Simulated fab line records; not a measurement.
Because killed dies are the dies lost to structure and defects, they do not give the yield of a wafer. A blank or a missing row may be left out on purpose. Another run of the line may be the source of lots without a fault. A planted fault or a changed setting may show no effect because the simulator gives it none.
2 desks, one fault ; flow gf180mcu ; numbers are kept per desk, each desk with only its own; the story behind them comes last

== DESK OF THE TOOL OWNER: furnace-01 ==
The tool's own readings at GF_DUAL_GATE_OXIDATION_15 (stabilise 600 s, purge 300 s, target thk 7.098 nm): means of the sampled wafers that have a number, for each lot that ran on this tool. Marked OUT: a lot whose mean sits more than 4 standard deviations from the usual mean, which makes it out of limits; the brackets give that distance.
Columns: A = spike-tc-top-C at GF_DUAL_GATE_OXIDATION_15, usual 862.0 C
lot;first seen here;A
L689;day 9 02:28;862.4
L699;day 12 04:32;862.0
L703;day 13 03:16;862.4
Finding of this desk: none of the 3 lots has anything out of limits.

== METROLOGY DESK ==
What the gauges read, lot by lot, whatever tool the lot ran on: means of the sampled wafers that have a number. Marked OUT: a lot whose mean sits more than 4 standard deviations from the usual mean, which makes it out of limits; the brackets give that distance.
Columns: A = DUAL_GATE_OXIDATION_00_THK at GF_DUAL_GATE_THK_MEAS_03, usual 10.89 nm; B = DUAL_GATE_OVL at GF_DUAL_GATE_OVL_MEAS_11, usual 0.8 nm; C = POLY_GATE_CVD_00_THK at GF_POLY_GATE_THK_MEAS_01, usual 200.2 nm; D = cd-nm at GF_POLY_GATE_CD_MEAS_10, usual 279.9 nm; E = POLY_GATE_OVL at GF_POLY_GATE_OVL_MEAS_11, usual 2 nm
lot;first seen here;A;B;C;D;E
L689;day 8 09:34;10.87;-0.9;199.3;279.0;8
L692;day 9 07:10;11.09;2.4;198.6;280.6;-4
L699;day 11 07:11;10.98;1.6;200.1;278.8;-1
L702;day 12 03:17;10.85;2.7;201.7;279.3;4
L703;day 12 07:32;11.14;0.6;201.2;280.9;3
L706;day 12 23:58;10.73;-1.2;199.7;279.5;6
Finding of this desk: none of the 6 lots has anything out of limits.

== ALL TOGETHER ==
The desk of the tool owner found nothing out of limits.
At the metrology desk, nothing out of limits was observed.

== WHAT THE SIMULATOR PUT IN ==
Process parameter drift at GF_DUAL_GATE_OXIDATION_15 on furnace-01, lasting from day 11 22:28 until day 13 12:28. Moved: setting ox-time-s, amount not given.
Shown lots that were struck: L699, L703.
